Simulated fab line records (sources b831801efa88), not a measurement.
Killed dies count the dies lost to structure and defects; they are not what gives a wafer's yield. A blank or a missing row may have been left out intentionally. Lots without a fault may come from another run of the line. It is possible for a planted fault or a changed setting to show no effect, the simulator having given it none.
The tool behind it: which one? | flow sky130 | 12 lots, 36 wafers sampled, at 4 steps of a route of 708

## WHAT EACH GAUGE READ, for each wafer
SKY_NWELL_TW_MEAS_26.
lot  | measured     | on           | NWELL_2_TW
L744 | day 5 14:59  | filmMetro-03 | 501 500 499
L745 | day 6 00:23  | filmMetro-04 | 498 498 497
L746 | day 6 06:46  | filmMetro-03 | 495 496 496
L750 | day 7 03:52  | filmMetro-02 | 487 490 488
L753 | day 7 21:04  | filmMetro-04 | 495 497 497
L756 | day 8 14:49  | filmMetro-03 | 489 493 492
L758 | day 9 04:32  | filmMetro-04 | 495 491 494
L760 | day 9 20:36  | filmMetro-02 | 489 493 490
L761 | day 10 03:20 | filmMetro-03 | 495 491 497
L762 | day 10 04:58 | filmMetro-04 | 499 498 497
L764 | day 10 18:28 | filmMetro-02 | 488 491 491
L765 | day 11 03:37 | filmMetro-03 | 493 496 496

SKY_VT_ADJUST_HVTP_CD_MEAS_07 targets a cd of 380 nm.
lot  | measured     | on       | cdNm (nm)
L744 | day 6 10:32  | cdSem-01 | 372.9 372.1 373.7
L745 | day 6 20:09  | cdSem-01 | 382.7 382.4 380.7
L746 | day 7 02:35  | cdSem-01 | 378.4 378.2 377.1
L750 | day 8 00:37  | cdSem-01 | 380.3 379.6 381.7
L753 | day 8 18:53  | cdSem-01 | 379.3 378.3 379.7
L756 | day 9 13:16  | cdSem-02 | 379.1 379.2 380.0
L758 | day 10 04:23 | cdSem-02 | 375.3 377.0 378.2
L760 | day 10 20:56 | cdSem-02 | 377.5 377.2 377.8
L761 | day 11 03:33 | cdSem-01 | 380.9 379.9 381.2
L762 | day 11 05:08 | cdSem-02 | 376.2 376.7 376.4
L764 | day 11 19:28 | cdSem-01 | 378.2 379.4 378.2
L765 | day 12 05:02 | cdSem-01 | 379.3 380.7 382.5

SKY_VT_ADJUST_NCORE_TW_MEAS_11.
lot  | measured     | on           | VT_ADJUST_NCORE_TW
L744 | day 9 03:32  | filmMetro-01 | 216.7 215.8 216.6
L745 | day 9 13:08  | filmMetro-02 | 216.4 216.0 215.4
L746 | day 9 19:47  | filmMetro-04 | 218.0 217.8 216.3
L750 | day 10 21:55 | filmMetro-04 | 119.4 118.5 118.3
L753 | day 11 18:56 | filmMetro-01 | 116.6 115.9 116.3
L756 | day 12 15:11 | filmMetro-04 | 217.0 217.6 218.1
L758 | day 13 08:47 | filmMetro-04 | 221.1 220.9 220.7
L760 | day 14 03:22 | filmMetro-02 | 216.1 216.8 216.3
L761 | day 14 12:14 | filmMetro-04 | 218.5 219.2 218.5
L762 | day 14 14:44 | filmMetro-01 | 218.3 218.1 219.8
L764 | day 15 06:02 | filmMetro-01 | 216.9 216.3 215.3
L765 | day 15 16:37 | filmMetro-01 | 217.0 218.2 216.8

## WHICH TOOL RAN EACH LOT (tool, then ch and the chambers of the sampled wafers, then the start)
lot  | SKY_VT_ADJUST_NCORE_IMPLANT_09
L744 | implanter-04 ch 0, day 9 03:19
L745 | implanter-03 ch 0, day 9 12:55
L746 | implanter-04 ch 0, day 9 19:32
L750 | implanter-04 ch 0, day 10 21:40
L753 | implanter-04 ch 0, day 11 18:41
L756 | implanter-02 ch 0, day 12 14:56
L758 | implanter-02 ch 0, day 13 08:32
L760 | implanter-02 ch 0, day 14 03:07
L761 | implanter-03 ch 0, day 14 12:01
L762 | implanter-03 ch 0, day 14 14:30
L764 | implanter-03 ch 0, day 15 05:47
L765 | implanter-03 ch 0, day 15 16:22
- SKY_VT_ADJUST_NCORE_IMPLANT_09

## AS READ BY THE TOOLS THEMSELVES (means over the sampled wafers that have a number; for cases with no such wafer, the mark the record gives instead)
SKY_VT_ADJUST_NCORE_IMPLANT_09.
lot  | tool         | beamEnergyKeV | doseIonsCm2 | faradayCurrentUA
L744 | implanter-04 | 9.932         | 2.3982e+12  | 13.28
L745 | implanter-03 | 9.938         | 2.3993e+12  | 13.50
L746 | implanter-04 | 9.932         | 2.4060e+12  | 13.64
L750 | implanter-04 | 9.933         | 2.3913e+11  | 1.34
L753 | implanter-04 | 9.938         | 2.3483e+11  | 1.35
L756 | implanter-02 | 9.932         | 2.3987e+12  | 13.14
L758 | implanter-02 | 9.933         | 2.3965e+12  | 13.28
L760 | implanter-02 | 9.936         | 2.3984e+12  | 13.57
L761 | implanter-03 | 9.936         | 2.3989e+12  | 13.72
L762 | implanter-03 | 9.933         | 2.4008e+12  | 13.14
L764 | implanter-03 | 9.932         | 2.3989e+12  | 13.60
L765 | implanter-03 | 9.929         | 2.3995e+12  | 13.67

## THE ANSWER, worked out from the rows above alone
Rule: the lots themselves supply what counts as usual. The widest of any qualifying gaps counts: lots, ordered by their means at a reading, are off when they make up no more than a third of the lots, leave a main group of 4 or more, and stand apart from it by 3 or more times the standard deviation of that group's means. A main group is skipped when, at the precision printed for the reading in the tables above, its means are all equal. A lot without any number at a reading at which 4 lots or more have one is off too. Any other lot the step has rows for is counted as sound. First the gauges in route order, then the tools' own readings, where a lot's mean is used as printed above. At the first step where some lot is off, the reading lying furthest off is the one used; lots without a number count as furthest.
Off: L750, L753, at SKY_VT_ADJUST_NCORE_TW_MEAS_11 (VT_ADJUST_NCORE_TW). The main group has a mean of 217.6 with a standard deviation of 1.5.
A tool fits if, at a process step before that reading, it ran every lot that is off, and no sound lot after the first of them. Not tried: the gauges at SKY_VT_ADJUST_NCORE_TW_MEAS_11; whatever is off there is also off at SKY_VT_ADJUST_NCORE_IMPLANT_09, on other tools, and gauge error can't account for it. One fits: SKY_VT_ADJUST_NCORE_IMPLANT_09 on implanter-04. A fault onset in the window from L746 (day 9 19:32, its last sound lot) to L750 (day 10 21:40, its first lot off) fits.
The tool's own readings at SKY_VT_ADJUST_NCORE_IMPLANT_09 bear it out: on the lots that are off they differ by more than 5 times the standard deviation of the sound lots' means. doseIonsCm2 reads 2.3698e+11 there against 2.3995e+12 on the sound lots; faradayCurrentUA reads 1.35 there against 13.45 on the sound lots.

## WHAT WAS PUT IN BY THE SIMULATOR
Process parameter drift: implanter-04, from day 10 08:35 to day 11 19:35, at SKY_VT_ADJUST_NCORE_IMPLANT_09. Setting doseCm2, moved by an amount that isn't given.
Lots struck among those shown: L750, L753. This agrees with what the rule above found.
